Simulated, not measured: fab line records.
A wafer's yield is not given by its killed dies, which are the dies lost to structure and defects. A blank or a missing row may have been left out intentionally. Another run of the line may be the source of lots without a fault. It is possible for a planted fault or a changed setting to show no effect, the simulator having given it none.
fab line records	flow sky130
record: lots: 12	wafers: 36	lastDay: 50
route steps=708 shown VIA1@481 METAL2@486 VIA2@507 PAD_OPEN@708
lots that met no fault: from a run of the same line without faults
startH: hours from the record's first day to the start of the lot's first wafer shown	waitH: hours since the lot's step before	" unchanged from the row above	L1.1+2: several wafers, shown together as one row	- no value present, or no start provided	* or withheld: withheld	< > ~ a bound
route shown NAME@n: NAME is a module with steps in the file, n the number in the route of the first one	usual: average and standard deviation across the fault-free wafers	same: alike in all rows	chamber/n: place in a boat	sites: per-site readings	_std_site: their standard deviation	_edge_site: outer sites' mean less inner sites'	radiusMm: for every site, how far away it sits from the centre of the wafer	mask NAME#n: copy n	behind: the last tool/chamber to shape the wafer	hold: why the lot was held/for how many hours/how that ended	device: transistor that didn't switch, given as n, p or np	end of line: the tests these same wafers got at the end of their route	a step with no rows: only its recipe	killed: at the first sort, the dies lost to defects and structure; wafer yield is something else	map: the dies of a wafer, with x for killed, . for not killed, _ for no die there
set.NAME: the run value of the setting; set.NAME@STEP: its run value at that earlier step	model.NAME: the simulator's own value behind a step, which no gauge read
the route's steps for a sample of lots (tables are steps, rows are wafers)
services: from which hour (startH, from the record's first day; less than 0 if before it) a tool's chamber was out of use, for how many hours, and why
== steps ==
step: SKY_VIA1_THK_MEAS_23
recipe: thkMeasGauge: xrf	reads: W_of_VIA1_CVD_21
usual: VIA1_W_THK: 272/3.5
lot.wafer	tool	chamber	startH	waitH	VIA1_W_THK[nm]
L451.1	filmMetro-02	-	817.90	0.1	274
L451.2	"	-	"	"	270
L451.5	"	-	"	"	271
L452.1	filmMetro-01	-	832.40	0.1	268
L452.4	"	-	"	"	268
L452.6	"	-	"	"	268
L453.1	filmMetro-01	-	844.19	0.1	273
L453.4	"	-	"	"	274
L453.6	"	-	"	"	273
L456.2	filmMetro-02	-	868.66	0.1	267
L456.4	"	-	"	"	269
L456.6	"	-	"	"	270
L457.1	filmMetro-03	-	875.47	0.1	278
L457.3	"	-	"	"	274
L457.4	"	-	"	"	274
L458.3	filmMetro-02	-	886.56	0.1	273
L458.5	"	-	"	"	274
L458.6	"	-	"	"	273
L465.1	filmMetro-03	-	924.60	0.1	276
L465.3	"	-	"	"	268
L465.6	"	-	"	"	273
L464.1	filmMetro-01	-	929.57	0.1	274
L464.2	"	-	"	"	270
L464.6	"	-	"	"	270
L466.1	filmMetro-02	-	943.65	0.1	275
L466.3	"	-	"	"	273
L466.6	"	-	"	"	271
L468.1	filmMetro-03	-	946.34	0.1	276
L468.4	"	-	"	"	271
L468.6	"	-	"	"	274
L467.1	filmMetro-03	-	954.49	0.1	276
L467.3	"	-	"	"	277
L467.5	"	-	"	"	279
L470.2	filmMetro-02	-	964.20	0.1	270
L470.3	"	-	"	"	269
L470.4	"	-	"	"	264
step: SKY_METAL2_SPUTTER_03
recipe: material: Ti	targetThkNm: 5	powerW: 3000	timeS: 3.3	chamberPressurePa: 0.4
usual: throttleValvePct: 30.4/0.88
lot.wafer	tool	chamber	startH	waitH	throttleValvePct
L451.1	pvdSputter-04	-	818.33	0.0	30.7
L451.2	"	-	"	"	29.6
L451.5	"	-	"	"	30.9
L452.1	pvdSputter-01	-	832.83	0.0	28.7
L452.4	"	-	"	"	30.5
L452.6	"	-	"	"	31.3
L453.1	pvdSputter-01	-	844.62	0.0	29.0
L453.4	"	-	"	"	30.5
L453.6	"	-	"	"	28.9
L456.2	pvdSputter-01	-	869.09	0.0	30.3
L456.4	"	-	"	"	31.3
L456.6	"	-	"	"	31.5
L457.1	pvdSputter-04	-	875.90	0.0	29.6
L457.3	"	-	"	"	30.8
L457.4	"	-	"	"	29.7
L458.3	pvdSputter-04	-	886.97	0.0	29.9
L458.5	"	-	"	"	30.7
L458.6	"	-	"	"	29.6
L465.1	pvdSputter-02	-	925.03	0.0	29.6
L465.3	"	-	"	"	31.5
L465.6	"	-	"	"	31.4
L464.1	pvdSputter-02	-	930.02	0.0	31.2
L464.2	"	-	"	"	29.6
L464.6	"	-	"	"	31.4
L466.1	pvdSputter-02	-	944.08	0.0	31.3
L466.3	"	-	"	"	31.2
L466.6	"	-	"	"	31.2
L468.1	pvdSputter-04	-	946.77	0.0	30.9
L468.4	"	-	"	"	29.6
L468.6	"	-	"	"	29.7
L467.1	pvdSputter-02	-	954.92	0.0	31.3
L467.3	"	-	"	"	31.2
L467.5	"	-	"	"	31.1
L470.2	pvdSputter-04	-	964.62	0.0	29.6
L470.3	"	-	"	"	30.9
L470.4	"	-	"	"	29.6
step: SKY_VIA2_HDPCVD_00
recipe: material: SiO2	targetThkNm: 1180	sigmaOpenFrac: 0.3	timeS: 196.7	tempC: 400	sih4FlowSccm: 60	pressureMtorr: 6
usual: pressureMtorr: 5.999/0.013	runLengthS: 224.7/0.5
lot.wafer	tool	chamber	startH	waitH	pressureMtorr	runLengthS
L451.1	hdpcvd-02	1	846.12	0.0	6.001	225.7
L451.2	"	0	"	"	6.007	224.8
L451.5	"	0	"	"	5.978	224.6
L452.1	hdpcvd-01	2	859.91	0.0	5.997	223.8
L452.4	"	1	"	"	5.990	225.8
L452.6	"	2	"	"	6.001	224.2
L453.1	hdpcvd-02	2	872.06	0.0	6.007	224.6
L453.4	"	1	"	"	6.003	224.7
L453.6	"	2	"	"	6.016	225.0
L456.2	hdpcvd-01	1	895.54	0.0	-	-
L456.4	"	1	"	"	-	-
L456.6	"	0	"	"	-	-
L457.1	hdpcvd-02	1	902.48	0.0	-	-
L457.3	"	2	"	"	-	-
L457.4	"	0	"	"	-	-
L458.3	hdpcvd-01	0	913.23	0.0	-	-
L458.5	"	2	"	"	-	-
L458.6	"	1	"	"	-	-
L465.1	hdpcvd-01	1	951.60	0.2	5.991	225.2
L465.3	"	0	"	"	5.980	224.6
L465.6	"	0	"	"	5.985	224.3
L464.1	hdpcvd-01	0	955.76	0.0	5.991	224.3
L464.2	"	1	"	"	5.983	225.5
L464.6	"	2	"	"	5.986	223.8
L466.1	hdpcvd-01	2	969.06	0.0	6.007	223.8
L466.3	"	0	"	"	6.007	224.4
L466.6	"	0	"	"	6.001	224.9
L468.1	hdpcvd-02	2	971.92	0.0	5.976	224.6
L468.4	"	2	"	"	5.997	224.9
L468.6	"	1	"	"	5.998	225.3
L467.1	hdpcvd-02	1	979.41	0.0	5.981	224.9
L467.3	"	2	"	"	6.002	224.6
L467.5	"	1	"	"	6.010	225.3
L470.2	hdpcvd-02	1	989.21	0.0	6.001	224.7
L470.3	"	2	"	"	5.982	224.7
L470.4	"	0	"	"	6.004	225.2
step: SKY_VIA2_ETCH_15
recipe: target: SiO2	chemistry: C4F8/O2/Ar	targetDepthNm: 546	stopOn: TiN	maskMaterial: KrF-thick	sourceW: 1500	biasW: 1200	pressureMtorr: 40	c4f8FlowSccm: withheld	O2_flow_sccm: 6	Ar_flow_sccm: 300	timeS: 84
usual: oesProductAu: 0.940/0.0048
lot.wafer	tool	chamber	startH	waitH	oesProductAu	rfHoursCounterH
L451.1	rieDiel-01	1	873.03	0.0	0.934	9
L451.2	"	3	"	"	0.941	8
L451.5	"	1	"	"	0.945	-
L452.1	rieDiel-01	2	886.67	0.0	0.939	22
L452.4	"	0	"	"	0.940	7
L452.6	"	1	"	"	0.947	-
L453.1	rieDiel-04	0	898.35	0.0	0.933	7
L453.4	"	1	"	"	0.933	18
L453.6	"	1	"	"	0.931	-
L456.2	rieDiel-03	2	921.67	0.0	0.376	14
L456.4	"	1	"	"	0.378	16
L456.6	"	0	"	"	0.383	-
L457.1	rieDiel-01	3	928.35	0.0	0.372	10
L457.3	"	2	"	"	0.374	23
L457.4	"	0	"	"	0.373	8
L458.3	rieDiel-01	1	938.65	0.0	0.376	11
L458.5	"	2	"	"	0.366	-
L458.6	"	3	"	"	0.372	-
L465.1	rieDiel-04	2	975.85	0.0	0.944	9
L465.3	"	1	"	"	0.938	21
L465.6	"	2	"	"	0.934	-
L464.1	rieDiel-01	0	980.35	0.0	0.941	10
L464.2	"	1	"	"	0.943	12
L464.6	"	0	"	"	0.937	-
L466.1	rieDiel-01	0	993.73	0.0	0.934	10
L466.3	"	3	"	"	0.931	12
L466.6	"	3	"	"	0.941	-
L468.1	rieDiel-04	3	996.03	0.0	0.934	6
L468.4	"	0	"	"	0.936	10
L468.6	"	0	"	"	0.942	-
L467.1	rieDiel-01	0	1003.90	0.0	0.931	11
L467.3	"	1	"	"	0.944	13
L467.5	"	1	"	"	0.937	-
L470.2	rieDiel-03	2	1012.79	0.0	0.937	17
L470.3	"	1	"	"	0.938	20
L470.4	"	0	"	"	0.942	13
step: SKY_VIA2_SPUTTER_20
recipe: material: TiN	targetThkNm: 20	chamberPressurePa: 5	powerW: 4000	timeS: 80
usual: throttleValvePct: 30.3/0.82
lot.wafer	tool	chamber	startH	waitH	throttleValvePct
L451.1	pvdSputter-02	-	873.69	0.0	31.5
L451.2	"	-	"	"	31.0
L451.5	"	-	"	"	31.4
L452.1	pvdSputter-02	-	887.33	0.0	29.7
L452.4	"	-	"	"	31.3
L452.6	"	-	"	"	31.5
L453.1	pvdSputter-03	-	899.04	0.0	29.9
L453.4	"	-	"	"	29.3
L453.6	"	-	"	"	29.4
L456.2	pvdSputter-03	-	922.36	0.0	29.5
L456.4	"	-	"	"	30.6
L456.6	"	-	"	"	29.3
L457.1	pvdSputter-04	-	929.01	0.0	30.9
L457.3	"	-	"	"	29.7
L457.4	"	-	"	"	30.9
L458.3	pvdSputter-03	-	939.32	0.0	29.5
L458.5	"	-	"	"	30.6
L458.6	"	-	"	"	29.4
L465.1	pvdSputter-03	-	976.57	0.0	29.3
L465.3	"	-	"	"	31.0
L465.6	"	-	"	"	29.5
L464.1	pvdSputter-04	-	981.01	0.0	29.9
L464.2	"	-	"	"	30.7
L464.6	"	-	"	"	31.1
L466.1	pvdSputter-03	-	994.41	0.0	30.1
L466.3	"	-	"	"	29.6
L466.6	"	-	"	"	29.6
L468.1	pvdSputter-03	-	996.71	0.0	29.3
L468.4	"	-	"	"	29.5
L468.6	"	-	"	"	29.1
L467.1	pvdSputter-03	-	1004.56	0.0	30.8
L467.3	"	-	"	"	29.4
L467.5	"	-	"	"	30.7
L470.2	pvdSputter-02	-	1013.45	0.0	31.2
L470.3	"	-	"	"	31.1
L470.4	"	-	"	"	31.1
step: SKY_PAD_OPEN_PROBE_99
usual: defectLimitedYield: 82.1/1.9	killed_at_M0_to_M3: 44/7.3	killed_at_M4_up: 3.5/1.8	killedAtContacts: 24/5.8	killedAtFrontEnd: 16/4.3	killedAtOther: 0.5/0.68	killedDies: 88/9.4	killedOnRim: 17/3.7	killedOpen: 48/6.8	killedShort: 40/6.1	sort_bin_3_pad_short: 0.9/0.39	sort_bin_5_function: 10.5/1.4	sort_bin_6_memory: 6.4/1.1	sortNPass: 404/9.4	sortYieldPct: 82.1/1.9
same: grossDies: 492	killedAtBackSide: 0	sort_bin_4_leakage[%]: 0	sort_bin_8_speed[%]: 0
lot.wafer	tool	chamber	startH	waitH	defectLimitedYield[%]	killed_at_M0_to_M3	killed_at_M4_up	killedAtContacts	killedAtFrontEnd	killedAtOther	killedDies	killedOnRim	killedOpen	killedShort	sort_bin_3_pad_short[%]	sort_bin_5_function[%]	sort_bin_6_memory[%]	sortNPass	sortYieldPct[%]
L452.6	prober-01	-	1105.87	0.2	82.7	45	3	26	11	0	85	19	43	42	0.8	10.0	6.5	407	82.7
L456.2	prober-01	-	1133.92	0.1	0	479	1	8	4	0	492	96	12	12	25.0	72.4	2.6	0	0
L456.4	prober-01	-	1134.02	0.2	0	484	0	5	3	0	492	96	9	8	25.0	72.8	2.2	0	0
L456.6	prober-01	-	1134.12	0.2	0	486	0	5	1	0	492	96	7	5	25.4	71.5	3.0	0	0
L457.1	prober-02	-	1142.25	0.1	0	478	0	9	5	0	492	96	11	14	25.0	73.2	1.8	0	0
L457.3	prober-02	-	1142.35	0.2	0	487	1	3	1	0	492	96	6	7	25.6	70.9	3.5	0	0
L457.4	prober-02	-	1142.40	0.2	0	484	0	5	3	0	492	96	4	12	29.9	67.5	2.6	0	0
L458.3	prober-01	-	1146.56	0.2	0	486	1	2	3	0	492	96	13	2	23.8	73.4	2.8	0	0
L458.5	prober-01	-	1146.66	0.2	0	482	1	5	4	0	492	96	10	6	20.3	76.8	2.8	0	0
L458.6	prober-01	-	1146.71	0.2	0	486	0	4	2	0	492	96	9	4	24.4	71.1	4.5	0	0
killed by level:class
L452.6 CONTACT:geometricParticle:open=8 VIA1:geometricParticle:open=8 LI_CONTACT:geometricParticle:open=7 VIA1:geometricParticle:short=7 METAL2:geometricParticle:short=7 METAL1:geometricParticle:short=6 POLY_GATE:geometricParticle:open=5 CONTACT:geometricParticle:short=5
L456.2 VIA2:lostPattern=468 LI_CONTACT:geometricParticle:open=3 METAL2:geometricParticle:short=3 SPACER:geometricParticle:open=2 LI_CONTACT:geometricParticle:short=2 CONTACT:geometricParticle:short=2 VIA1:geometricParticle:open=2 VIA3:geometricParticle:short=2
L456.4 VIA2:lostPattern=473 VIA3:geometricParticle:open=3 METAL2:geometricParticle:short=3 LOCAL_INTERCONNECT:geometricParticle:short=2 CONTACT:geometricParticle:open=2 VIA2:areaHdpcvd=2 FIELD_ISO:geometricParticle:short=1 FIELD_ISO:geometricParticle:open=1
L456.6 VIA2:lostPattern=479 CONTACT:geometricParticle:open=3 VIA3:geometricParticle:open=2 POLY_GATE:geometricParticle:short=1 METAL2:geometricParticle:short=1 LI_CONTACT:geometricParticle:short=1 LOCAL_INTERCONNECT:geometricParticle:short=1 VIA1:geometricParticle:open=1
L457.1 VIA2:lostPattern=466 FIELD_ISO:geometricParticle:short=4 LOCAL_INTERCONNECT:geometricParticle:short=4 VIA1:geometricParticle:open=3 CONTACT:geometricParticle:open=2 CONTACT:geometricParticle:short=2 VIA3:geometricParticle:open=2 METAL1:geometricParticle:open=2
L457.3 VIA2:lostPattern=479 CONTACT:geometricParticle:open=2 VIA2:geometricParticle:open=2 VIA2:geometricParticle:short=1 SPACER:geometricParticle:short=1 CONTACT:geometricParticle:short=1 VIA1:geometricParticle:open=1 VIA1:geometricParticle:short=1
L457.4 VIA2:lostPattern=474 POLY_GATE:geometricParticle:short=2 LOCAL_INTERCONNECT:geometricParticle:short=2 CONTACT:geometricParticle:short=2 METAL2:geometricParticle:short=2 VIA3:geometricParticle:open=2 VIA2:areaHdpcvd=2 FIELD_ISO:geometricParticle:short=1
L458.3 VIA2:lostPattern=476 VIA1:geometricParticle:open=3 VIA2:geometricParticle:open=3 FIELD_ISO:geometricParticle:open=1 POLY_GATE:geometricParticle:open=1 SPACER:geometricParticle:short=1 METAL4:geometricParticle:short=1 LI_CONTACT:geometricParticle:open=1
L458.5 VIA2:lostPattern=475 FIELD_ISO:geometricParticle:open=2 VIA3:geometricParticle:open=2 METAL4:geometricParticle:short=1 POLY_GATE:geometricParticle:open=1 SPACER:geometricParticle:open=1 LI_CONTACT:geometricParticle:open=1 LOCAL_INTERCONNECT:geometricParticle:open=1
L458.6 VIA2:lostPattern=478 LI_CONTACT:geometricParticle:open=2 CONTACT:geometricParticle:open=2 VIA1:geometricParticle:open=2 FIELD_ISO:geometricParticle:open=1 POLY_GATE:geometricParticle:open=1 METAL1:geometricParticle:short=1 VIA1:geometricParticle:short=1
== services ==
tool	chamber	startH	hours	kind
rieDiel-04	3	795.78	9.6	repair
rieDiel-01	0	800.71	4.4	repair
pvdSputter-03	-	801.14	1.0	repair
rieDiel-04	-	802.84	15.6	pm
rieDiel-04	1	819.39	4.3	repair
pvdSputter-03	-	819.52	11.9	repair
rieDiel-01	-	827.40	2.8	pm
hdpcvd-01	-	829.25	0.6	repair
pvdSputter-04	-	835.29	12.5	repair
hdpcvd-01	0	843.10	11.3	repair
pvdSputter-03	-	847.56	12.9	repair
rieDiel-03	-	852.50	1.5	repair
rieDiel-03	2	861.37	11.7	repair
rieDiel-01	1	864.55	8.2	repair
hdpcvd-02	1	878.31	19.7	repair
hdpcvd-02	0	884.40	9.4	repair
pvdSputter-02	-	904.34	5.0	repair
rieDiel-01	-	908.82	0.8	repair
hdpcvd-02	-	950.25	15.0	pm
hdpcvd-01	-	950.68	0.7	repair
pvdSputter-01	-	959.15	2.2	repair
hdpcvd-01	0	980.68	4.2	repair
hdpcvd-02	-	1010.39	2.8	pm
hdpcvd-01	-	1013.02	0.5	repair
== key ==
firstSign: step: SKY_VIA2_HDPCVD_00	reading: toolRecord	direction: missing
effect: step: SKY_VIA2_ETCH_15	reading: oesProductAu	direction: down	sigmas: 99+	usual: 0.940	struck: 0.375
effect: step: SKY_PAD_OPEN_PROBE_99	reading: sort_bin_3_pad_short	direction: up	sigmas: 61	usual: 0.9	struck: 24.9
metAt SKY_VIA2_HDPCVD_00
struckLots L456,L457,L458
laterRowsLeftOut L456.2,L456.4,L456.6,L457.1,L457.3,L457.4,L458.3,L458.5,L458.6
notActingAt SKY_VIA1_THK_MEAS_23,SKY_METAL2_SPUTTER_03,SKY_VIA2_SPUTTER_20
onsetBetween 872.06 895.54
fault: kind: skippedStepWhole	tool: hdpcvd-01,hdpcvd-02	chamber: -	onsetH: 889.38	steps: SKY_VIA2_HDPCVD_00	scope: struckLotsOnly
laterRowsLeftOut: the simulator's readings of these wafers behind a module that went badly wrong aren't trusted and aren't shown, but for the sort
